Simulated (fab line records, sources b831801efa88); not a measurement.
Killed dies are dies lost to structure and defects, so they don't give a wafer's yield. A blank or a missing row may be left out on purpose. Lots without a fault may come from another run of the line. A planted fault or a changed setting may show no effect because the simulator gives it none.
fab line records | flow sky130
record lots=15 wafers=45 last_day=50
route steps=708 shown METAL2@483 VIA2@508
lots that met no fault: from a run of the same line without faults
start_h: hours from the record's first day to the start of the lot's first wafer shown | wait_h: hours since the lot's step before | " the same as in the row above | L1.1+2: a row that stands for several wafers | - no value, or no start given | * or withheld: withheld | < > ~ a bound
route shown NAME@n: a module of which the file shows steps, and the number in the route of the first | usual: mean/standard deviation of fault-free wafers | same: alike in all rows | chamber/n: place in a boat | sites: the reading at each site | _std_site: their standard deviation | _edge_site: outer sites' mean less inner sites' | radius_mm: how far each site lies from the wafer's centre | mask NAME#n: copy n | behind: the tool/chamber that last shaped the wafer | hold: why the lot was held/for how many hours/how that ended | device: the transistor (n, p or np) that didn't switch | end of line: the same wafers' tests at the end of the route | a step without rows: its recipe alone | killed: dies lost to structure and defects at the first sort, not the wafer's yield | map: a wafer's dies, x killed, . not, _ none there
set.NAME: the setting as run; set.NAME@STEP: as run at that earlier step | model.NAME: the simulator's own value behind a step, which no gauge read
steps of the route over a sample of lots; a table a step, a row a wafer
services: from which hour (start_h, from the record's first day; less than 0 if before it) a tool's chamber was out of use, for how many hours, and why
## steps
# step SKY_METAL2_SPUTTER_00
# recipe material=Ti target_thk_nm=15 power_w=3000 time_s=10 chamber_pressure_pa=0.4
# usual throttle_valve_pct=30.1/0.81
# columns lot.wafer tool chamber start_h wait_h throttle_valve_pct
L164.1 pvd_sputter-02 - 803.29 0.2 30.3
L164.3 " - " " 30.9
L164.5 " - " " 28.5
L166.1 pvd_sputter-02 - 816.03 0.2 30.3
L166.3 " - " " 29.0
L166.6 " - " " 28.9
L167.1 pvd_sputter-02 - 822.49 0.1 28.8
L167.4 " - " " 30.9
L167.5 " - " " 30.9
L169.3 pvd_sputter-01 - 864.84 0.2 28.9
L169.4 " - " " 29.6
L169.5 " - " " 29.1
L172.1 pvd_sputter-04 - 895.34 0.2 31.1
L172.2 " - " " 31.4
L172.4 " - " " 30.1
L175.1 pvd_sputter-02 - 910.94 0.2 28.9
L175.3 " - " " 30.8
L175.5 " - " " 31.1
L174.3 pvd_sputter-01 - 917.87 0.1 29.6
L174.4 " - " " 28.9
L174.5 " - " " 29.1
L176.2 pvd_sputter-02 - 920.66 0.2 29.3
L176.5 " - " " 28.9
L176.6 " - " " 30.8
L177.1 pvd_sputter-02 - 925.90 0.2 30.2
L177.2 " - " " 28.9
L177.6 " - " " 31.0
L181.2 pvd_sputter-01 - 938.75 0.1 29.0
L181.3 " - " " 29.7
L181.4 " - " " 29.6
L180.2 pvd_sputter-04 - 942.34 0.2 30.6
L180.3 " - " " 31.3
L180.5 " - " " 30.8
L183.2 pvd_sputter-01 - 949.16 0.2 29.0
L183.3 " - " " 29.9
L183.5 " - " " 29.2
L182.3 pvd_sputter-01 - 952.56 0.2 29.7
L182.4 " - " " 30.8
L182.6 " - " " 30.4
L185.4 pvd_sputter-01 - 955.74 0.1 30.6
L185.5 " - " " 29.6
L185.6 " - " " 29.6
L186.1 pvd_sputter-02 - 964.78 0.1 29.9
L186.4 " - " " 28.8
L186.5 " - " " 30.8
# step SKY_VIA2_THK_MEAS_01
# recipe reads=SiO2_of_VIA2_HDPCVD_00
# usual VIA2_HDPCVD_THK=1176/13
# columns lot.wafer tool chamber start_h wait_h VIA2_HDPCVD_THK[nm]
L164.1 film_metro-03 - 831.05 0.1 1177
L164.3 " - " " 1184
L164.5 " - " " 1181
L166.1 film_metro-04 - 843.78 0.1 1159
L166.3 " - " " 1157
L166.6 " - " " 1164
L167.1 film_metro-01 - 850.32 0.1 1172
L167.4 " - " " 1178
L167.5 " - " " 1179
L169.3 film_metro-01 - 892.70 0.1 1171
L169.4 " - " " 1173
L169.5 " - " " 1165
L172.1 film_metro-04 - 922.14 0.1 1159
L172.2 " - " " 1164
L172.4 " - " " 1165
L175.1 film_metro-03 - 937.01 0.1 1163
L175.3 " - " " 1159
L175.5 " - " " 1179
L174.3 film_metro-04 - 943.65 0.1 1166
L174.4 " - " " 1170
L174.5 " - " " 1186
L176.2 film_metro-04 - 948.17 0.1 1174
L176.5 " - " " 1173
L176.6 " - " " 1169
L177.1 film_metro-04 - 951.44 0.1 1186
L177.2 " - " " 1191
L177.6 " - " " 1186
L181.2 film_metro-03 - 963.51 0.1 1196
L181.3 " - " " 1190
L181.4 " - " " 1175
L180.2 film_metro-04 - 968.22 0.1 1196
L180.3 " - " " 1202
L180.5 " - " " 1187
L183.2 film_metro-04 - 974.17 0.1 1159
L183.3 " - " " 1171
L183.5 " - " " 1174
L182.3 film_metro-04 - 977.67 0.1 1185
L182.4 " - " " 1176
L182.6 " - " " 1199
L185.4 film_metro-04 - 980.74 0.0 1174
L185.5 " - " " 1164
L185.6 " - " " 1190
L186.1 film_metro-01 - 990.07 0.1 1180
L186.4 " - " " 1175
L186.5 " - " " 1170
# step SKY_VIA2_PEB_10
# recipe peb_temp_c=withheld peb_time_s=withheld resist=KrF-thick
# usual chill_plate_temp_C=* exhaust_pa=45.1/0.97
# columns lot.wafer tool chamber start_h wait_h chill_plate_temp_C exhaust_pa
L164.1 litho_track-02 0 857 - * 45.4
L164.3 " 0 " " * 44.7
L164.5 " 0 " " * 45.4
L166.1 litho_track-03 0 870 - * 44.1
L166.3 " 0 871 - * 45.2
L166.6 " 0 " " * 44.4
L167.1 litho_track-02 0 876 - * 45.6
L167.4 " 0 " " * 45.6
L167.5 " 0 " " * 45.9
L169.3 litho_track-01 0 918 - * 44.1
L169.4 " 0 " " * 46.2
L169.5 " 0 " " * 45.8
L172.1 litho_track-03 0 947 - * 45.1
L172.2 " 0 " " * 44.3
L172.4 " 0 " " * 45.6
L175.1 litho_track-01 0 961 - * 47.4
L175.3 " 0 " " * 43.2
L175.5 " 0 " " * 45.8
L174.3 litho_track-02 - 968 - - -
L174.4 " - " " - -
L174.5 " - " " - -
L176.2 litho_track-03 - 972 - - -
L176.5 " - " " - -
L176.6 " - " " - -
L177.1 litho_track-02 - 975 - - -
L177.2 " - " " - -
L177.6 " - " " - -
L181.2 litho_track-03 0 986 - * 44.2
L181.3 " 0 " " * 45.5
L181.4 " 0 " " * 44.6
L180.2 litho_track-03 0 991 - * 45.7
L180.3 " 0 " " * 45.4
L180.5 " 0 " " * 44.7
L183.2 litho_track-02 0 998 - * 45.4
L183.3 " 0 " " * 46.4
L183.5 " 0 " " * 45.0
L182.3 litho_track-03 0 1000 - * 46.4
L182.4 " 0 1001 - * 46.6
L182.6 " 0 " " * 46.5
L185.4 litho_track-01 0 1004 - * 45.3
L185.5 " 0 " " * 44.4
L185.6 " 0 " " * 46.0
L186.1 litho_track-03 0 1013 - * 45.0
L186.4 " 0 " " * 46.1
L186.5 " 0 " " * 45.6
# step SKY_VIA2_CD_MEAS_12
# recipe target_cd_nm=200
# usual cd_nm=200.1/1.5
# columns lot.wafer tool chamber start_h wait_h cd_nm
L164.1 cd_sem-01 - 858.12 - 199.2
L164.3 " - " " 200.1
L164.5 " - " " 198.7
L166.1 cd_sem-02 - 871.31 - 201.9
L166.3 " - " " 201.9
L166.6 " - " " 202.1
L167.1 cd_sem-01 - 877.12 - 201.0
L167.4 " - " " 200.0
L167.5 " - " " 201.3
L169.3 cd_sem-01 - 918.82 - 198.5
L169.4 " - " " 201.1
L169.5 " - " " 200.2
L172.1 cd_sem-02 - 947.36 - 200.9
L172.2 " - " " 201.9
L172.4 " - " " 200.9
L175.1 cd_sem-01 - 961.48 - 200.2
L175.3 " - " " 202.1
L175.5 " - " " 201.5
L174.3 cd_sem-01 - 968.41 - -
L174.4 " - " " -
L174.5 " - " " -
L176.2 cd_sem-01 - 972.83 - -
L176.5 " - " " -
L176.6 " - " " -
L177.1 cd_sem-02 - 975.57 - -
L177.2 " - " " -
L177.6 " - " " -
L181.2 cd_sem-01 - 987.23 - 199.6
L181.3 " - " " 198.4
L181.4 " - " " 197.9
L180.2 cd_sem-01 - 991.88 - 199.6
L180.3 " - " " 199.2
L180.5 " - " " 200.3
L183.2 cd_sem-01 - 998.44 - 199.8
L183.3 " - " " 199.3
L183.5 " - " " 198.6
L182.3 cd_sem-02 - 1001.30 - 201.8
L182.4 " - " " 201.6
L182.6 " - " " 201.0
L185.4 cd_sem-02 - 1004.59 - 198.8
L185.5 " - " " 200.2
L185.6 " - " " 198.8
L186.1 cd_sem-01 - 1013.76 - 201.2
L186.4 " - " " 201.0
L186.5 " - " " 200.7
## services
# columns tool chamber start_h hours kind
pvd_sputter-01 - 791.03 4.0 repair
pvd_sputter-04 - 793.16 3.3 repair
pvd_sputter-02 - 830.20 2.3 repair
litho_track-03 - 845.48 - consumable_replace:filter
pvd_sputter-04 - 881.60 1.9 repair
pvd_sputter-01 - 897.33 13.1 repair
pvd_sputter-01 - 910.19 7.6 repair
pvd_sputter-02 - 940.01 12.7 repair
pvd_sputter-04 - 942.93 7.2 repair
pvd_sputter-04 - 999.38 3.8 repair
## key
first_sign step=SKY_VIA2_PEB_10 reading=tool_record direction=missing
effect none on later readings
met_at SKY_VIA2_PEB_10
struck_lots L174,L176,L177
later_rows_left_out L174.3,L174.4,L174.5,L176.2,L176.5,L176.6,L177.1,L177.2,L177.6
sort_left_out L174.3,L174.4,L174.5,L176.2,L176.5,L176.6,L177.1,L177.2,L177.6
not_acting_at SKY_METAL2_SPUTTER_00,SKY_VIA2_THK_MEAS_01,SKY_VIA2_CD_MEAS_12
onset_between 947 968
fault kind=skipped_step_whole tool=litho_track-02,litho_track-03 chamber=- onset_h=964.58 steps=SKY_VIA2_PEB_10 scope=struck_lots_only
# sort_left_out: the simulated sort isn't trusted on such a fault, so these wafers' sort isn't shown, and their yield isn't known
# later_rows_left_out: the simulator's readings of these wafers behind a module that went badly wrong aren't trusted and aren't shown, but for the sort
